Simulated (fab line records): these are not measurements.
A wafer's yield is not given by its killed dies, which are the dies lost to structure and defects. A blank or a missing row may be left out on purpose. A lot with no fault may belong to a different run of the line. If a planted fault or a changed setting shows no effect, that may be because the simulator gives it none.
Split-lot experiment	flow sky130	23 wafers read across 5 lots, on a route 708 steps long

== SPLIT DETAILS ==
At SKY_SD_N_COAT_02 (resist thk 1140 nm), the setting spinRpm was moved away from the recipe's 3000 rpm on 8 of the 23 wafers read, by -5.7% to +4.5%. This setting was run at the recipe's value on the other wafers.

Reading taken at the split's own step.

== THE READING ==
NOVOLAK_of_SD_N_COAT_02.thkNm (the simulator's own value, which no gauge read), in nm, at SKY_SD_N_COAT_02 (resist thk 1140 nm). No usual value for it is given in the file. Across the 15 wafers here that went through the recipe, the average is 1139 nm and the standard deviation 2.5 nm.

wafer	tool, chamber at the split	spinRpm as run, rpm	against the recipe	NOVOLAK_of_SD_N_COAT_02.thkNm, nm	against lot-mates on the recipe
L074.1	lithoTrack-01, 0	3134	+4.5%	1114	-23
L074.4	lithoTrack-01, 0	3134	+4.5%	1114	-23
L074.2	lithoTrack-01, 0	3000	recipe	1138	-
L074.6	lithoTrack-01, 0	3000	recipe	1138	-
L074.5	lithoTrack-01, 0	3000	recipe	1136	-
L078.1	lithoTrack-01, 0	3000	recipe	1136	-
L078.2	lithoTrack-01, 0	3000	recipe	1138	-
L078.3	lithoTrack-01, 0	3000	recipe	1138	-
L078.5	lithoTrack-01, 0	3000	recipe	1138	-
L078.6	lithoTrack-01, 0	3000	recipe	1138	-
L080.1	lithoTrack-02, 0	3000	recipe	1140	-
L080.6	lithoTrack-02, 0	3000	recipe	1140	-
L080.3	lithoTrack-02, 0	3000	recipe	1142	-
L082.1	lithoTrack-03, 0	3000	recipe	1142	-
L082.3	lithoTrack-03, 0	2828	-5.7%	1177	+34
L082.4	lithoTrack-03, 0	2828	-5.7%	1174	+31
L082.5	lithoTrack-03, 0	3000	recipe	1144	-
L082.6	lithoTrack-03, 0	2828	-5.7%	1175	+32
L085.1	lithoTrack-02, 0	3000	recipe	1135	-
L085.2	lithoTrack-02, 0	3121	+4.0%	1115	-20
L085.4	lithoTrack-02, 0	3000	recipe	1136	-
L085.5	lithoTrack-02, 0	3121	+4.0%	1113	-22
L085.6	lithoTrack-02, 0	3121	+4.0%	1113	-22

FIT RESULTS
A straight line over all 23 wafers: NOVOLAK_of_SD_N_COAT_02.thkNm changes by -6.17 nm for each +1% of spinRpm; r = -0.99; the points scatter about the line by 2.4 nm.
The same after taking each lot's own level away (the mean of its wafers on the recipe; 23 wafers): -5.5 nm for each +1%; r = -1.00; scatter 1 nm.
The reading moves by 32 nm for the largest change in spinRpm, on that fit.
The lots' own levels span 1135.5 to 1143.0 nm, that is 3.0 times the standard deviation above.
Hence the slope depends on the lot-to-lot level, as the two fits are not the same.
Check: with one of the wafers moved furthest among these (-5.7%) left out of the fit, the line predicts +31.1 nm for it against its lot-mates. It came out at +34 nm against them.

== OTHER SPLITS APPLIED TO THESE WAFERS ==
These wafers also went through other splits before the reading. Each is held against what the fit with the lots' levels taken away leaves over:
other split on the same wafers	wafers away from the commonest value	r with NOVOLAK_of_SD_N_COAT_02.thkNm (lot level and that fit taken away)
SKY_LDD_LDN_IMPLANT_08 doseCm2	7	+0.26
SKY_POLY_CUT_COAT_02 resistThkNm	5	+0.06
SKY_SD_P_SOFTBAKE_03 tempC	10	+0.08
SKY_RES_XHIGH_IMPLANT_07 doseCm2	9	-0.22

== THE WHOLE CHAIN: every reading that the file lists as answering this split, in the file's order ==
step	what it does	reading	change (the file's fit)	r (the file's)
SKY_SD_N_COAT_02	resist thk 1140 nm	NOVOLAK_of_SD_N_COAT_02.thkNm (the simulator's own value, which no gauge read)	-5.51 nm for each +1% of the setting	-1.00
SKY_SD_N_STRIP_11	strips in O2/N2	stripTimeToEndpointS	withheld for each +1% of the setting, in a fit together with energyKev@SD_N_IMPLANT_09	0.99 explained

== FILE'S OWN FIT ==
NOVOLAK_of_SD_N_COAT_02.thkNm changes by -5.51 nm for each +1% of spinRpm, r = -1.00.
